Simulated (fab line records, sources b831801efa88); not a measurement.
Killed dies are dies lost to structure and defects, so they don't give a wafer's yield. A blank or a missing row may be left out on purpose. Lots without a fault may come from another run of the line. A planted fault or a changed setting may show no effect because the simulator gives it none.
A struck lot beside a sound one | flow sky130 | 17 steps out of a route of 708
Sound: wafers L338.3, L338.4, L338.6. Struck: wafers L346.1, L346.5. (L346.2 of the same lot was not struck and is left out.) The cause comes at the end.
At each step with rows: each side's tool, then ch and its chambers, then its first start. Under that, the readings that differ: sound wafers | struck wafers | difference of the means | sigmas: that difference in standard deviations of wafers without a fault.
alike: readings whose means differ by less than 2 such deviations, and words and numbers that are the same on both sides. not compared: withheld readings, readings that some wafer has no value for, bounds like >300 that may hide the same value, and numbers for which the record gives no deviation and whose values overlap.
The two part at a step that has a row with sigmas, a row that says differs or no value, or rows on one side only. Numbers that don't overlap but have no deviation are shown without sigmas and don't part them. A reading that every wafer of one side lacks parts them only if that side has two wafers or more.

first, 2 steps without rows for these wafers: SKY_LOCAL_INTERCONNECT_PEB_09; SKY_LOCAL_INTERCONNECT_DEVELOP_10 (develop time 60 s).
SKY_LOCAL_INTERCONNECT_CD_MEAS_11: target cd 170 nm.
  sound on cd_sem-01, day 31 14:26; struck on cd_sem-01, day 35 02:03
  alike: cd_nm
SKY_LOCAL_INTERCONNECT_OVL_MEAS_12:
  sound on overlay-01, day 31 14:32; struck on overlay-02, day 35 02:10
  alike: LOCAL_INTERCONNECT_OVL
SKY_LOCAL_INTERCONNECT_ETCH_13: etches BARC in N2/H2, stops on SiO2, time 45.9 s, target depth 60 nm.
  sound on rie_metal-04 ch 0,1, day 31 14:35; struck on rie_metal-04 ch 1, day 35 02:13
  alike: drypump_motor_current_A, oes_product_au, throttle_valve_pct
  not compared: rf_hours_counter_h
SKY_LOCAL_INTERCONNECT_METAL_ETCH_14: etches TiN in Cl2/BCl3, stops on PSG, target depth 110 nm, time 31.4 s.
  sound on rie_metal-04 ch 0,1, day 31 14:38; struck on rie_metal-04 ch 1, day 35 02:16
  reading               | sound             | struck      | difference | sigmas
  oes_product_au (a.u.) | 0.954 0.951 0.948 | 0.935 0.934 | -0.016     | -2
  alike: drypump_motor_current_A, throttle_valve_pct
  not compared: rf_hours_counter_h
SKY_LOCAL_INTERCONNECT_STRIP_15: strips in O2/N2.
  sound on plasma_asher-04 ch 0,1, day 31 14:42; struck on plasma_asher-02 ch 0,1, day 35 02:19
  alike: drypump_motor_current_A, oes_product_au, strip_time_to_endpoint_s
  not compared: rf_hours_counter_h
then, 3 steps without rows for these wafers: SKY_LOCAL_INTERCONNECT_STRIP_16 (strips in post etch residue remover, time 1200 s); SKY_LOCAL_INTERCONNECT_CLEAN_17 (cleans in IPA, time 180 s); SKY_LOCAL_INTERCONNECT_CLEAN_18 (cleans in O3/DIW).
SKY_CONTACT_CVD_00: deposits Si3N4, target thk 75 nm.
  sound on pecvd-02 ch 0,1, day 31 15:19; struck on pecvd-01 ch 0,2, day 35 02:58
  alike: heater_power_w
SKY_CONTACT_THK_MEAS_01:
  sound on film_metro-02, day 31 15:22; struck on film_metro-03, day 35 03:01
  alike: CONTACT_CVD_00_THK
SKY_CONTACT_HDPCVD_02: deposits SiO2, target thk 565 nm, time 94.2 s.
  sound on hdpcvd-02 ch 1,2, day 31 15:26; struck on hdpcvd-02 ch 1, day 35 03:04
  reading                                     | sound             | struck      | difference | sigmas
  run_length_s (s)                            | 122.4 122.2 122.0 | 127.7 126.9 | +5.1       | +9
  model.SiO2_of_CONTACT_HDPCVD_02.thk_nm (nm) | 557.8 569.8 560.5 | 589.8 586.6 | +25.5      |
SKY_CONTACT_THK_MEAS_03:
  sound on film_metro-01, day 31 15:31; struck on film_metro-01, day 35 03:08
  reading                 | sound       | struck  | difference | sigmas
  CONTACT_HDPCVD_THK (nm) | 558 570 561 | 589 587 | +25        | +4
SKY_CONTACT_CMP_04: polishes SiO2.
  sound on cmp-01 ch 0,1, day 31 15:37; struck on cmp-01 ch 2, day 35 03:12
  reading                | sound    | struck | difference | sigmas
  time_to_endpoint_s (s) | 86 82 81 | 99 93  | +13        | +3
  alike: motor_current_A, slurry_filter_dp_kPa
SKY_CONTACT_BOW_MEAS_05:
  sound on film_metro-02, day 31 15:54; struck on film_metro-02, day 35 03:30
  alike: CONTACT_BOW
then, 1 step without rows for these wafers: SKY_PAD_OPEN_PROBE_99.

WHERE THEY PART
First at SKY_LOCAL_INTERCONNECT_METAL_ETCH_14; last, within this record, at SKY_CONTACT_CMP_04. Later steps at which nothing parts them and some readings are alike: SKY_CONTACT_BOW_MEAS_05.

WHY: what the simulator had put in
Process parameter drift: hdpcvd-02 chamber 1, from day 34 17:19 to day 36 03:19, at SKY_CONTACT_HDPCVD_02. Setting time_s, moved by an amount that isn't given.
